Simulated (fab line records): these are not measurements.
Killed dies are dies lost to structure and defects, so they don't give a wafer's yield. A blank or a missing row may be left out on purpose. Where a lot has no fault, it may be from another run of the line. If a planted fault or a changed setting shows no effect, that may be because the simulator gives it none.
Which of the tools did it? + flow sky130 + 6 lots, 18 wafers sampled, at 3 steps of a route of 708

== WHAT EACH GAUGE READ, for each wafer ==
SKY_VIA4_RS_MEAS_19: measures by four-point-probe.
| lot  | measured     | on            | VIA4_W_RS (ohm/sq)                        |
|------|--------------|---------------|-------------------------------------------|
| L378 | day 44 02:51 | film_metro-04 | 0.2246 0.2250 0.2234                      |
| L381 | day 44 19:31 | film_metro-01 | 0.2248 0.2238 0.2222                      |
| L383 | day 45 10:14 | film_metro-01 | 0.2271 0.2268 0.2253                      |
| L385 | day 46 01:37 | film_metro-02 | 0.2214 0.2304 0.2281                      |
| L388 | day 46 12:47 | film_metro-01 | 0.1140 0.1137 0.1146 0.1138 0.1140 0.1147 |
| L396 | day 48 08:31 | film_metro-04 | 0.2283 0.2261 0.2217                      |

== TOOL THAT RAN EACH LOT (tool first, then ch and the chambers of the sampled wafers, then the start) ==
| lot  | SKY_VIA4_ETCH_12                   | SKY_VIA4_CVD_18               |
|------|------------------------------------|-------------------------------|
| L378 | rie_diel-01 ch 0,2,3, day 44 01:55 | cvd_w-01 ch 0,1, day 44 02:40 |
| L381 | rie_diel-04 ch 0,1,2, day 44 18:37 | cvd_w-01 ch 0, day 44 19:21   |
| L383 | rie_diel-01 ch 0,1,3, day 45 09:19 | cvd_w-02 ch 0,1, day 45 10:05 |
| L385 | rie_diel-03 ch 1,2,3, day 46 00:45 | cvd_w-01 ch 0,1, day 46 01:28 |
| L388 | rie_diel-03 ch 0,1, day 46 10:52   | cvd_w-02 ch 1, day 46 12:03   |
| L396 | rie_diel-01 ch 0,1,2, day 48 07:29 | cvd_w-01 ch 0,1, day 48 08:21 |
- SKY_VIA4_ETCH_12: etches SiO2 in C4F8/O2/Ar, stops on TiN, target depth 580 nm.
- SKY_VIA4_CVD_18: deposits W, target thk 505 nm, time 152.14 s.

== THE ANSWER, worked out from the rows above alone ==
Rule: the usual values come from the lots themselves. Put in order of their means at a reading, lots are off if they are a third of the lots or fewer, leave a main group of 4 or more, and stand apart from it by a gap of 3 or more times the standard deviation of the main group's means; of several such gaps the widest counts. A main group whose means are all the same, to the digits that the tables above print for the reading, isn't used. A lot without any number at a reading at which 4 lots or more have one is off too. The other lots that the step has rows for count as sound.
Off: at SKY_VIA4_RS_MEAS_19 (VIA4_W_RS), L388. The main group has a mean of 0.2253 ohm/sq with a standard deviation of 0.0012.
If a tool, at a process step before that reading, ran all the lots that are off and no sound lot after the first of them, it fits. Those tools and the gauges at SKY_VIA4_RS_MEAS_19 are tried in the same way. Can't be told from this: 3 tools fit, rie_diel-03 at SKY_VIA4_ETCH_12, cvd_w-02 at SKY_VIA4_CVD_18, film_metro-01 at SKY_VIA4_RS_MEAS_19.

== WHAT WAS PUT IN BY THE SIMULATOR ==
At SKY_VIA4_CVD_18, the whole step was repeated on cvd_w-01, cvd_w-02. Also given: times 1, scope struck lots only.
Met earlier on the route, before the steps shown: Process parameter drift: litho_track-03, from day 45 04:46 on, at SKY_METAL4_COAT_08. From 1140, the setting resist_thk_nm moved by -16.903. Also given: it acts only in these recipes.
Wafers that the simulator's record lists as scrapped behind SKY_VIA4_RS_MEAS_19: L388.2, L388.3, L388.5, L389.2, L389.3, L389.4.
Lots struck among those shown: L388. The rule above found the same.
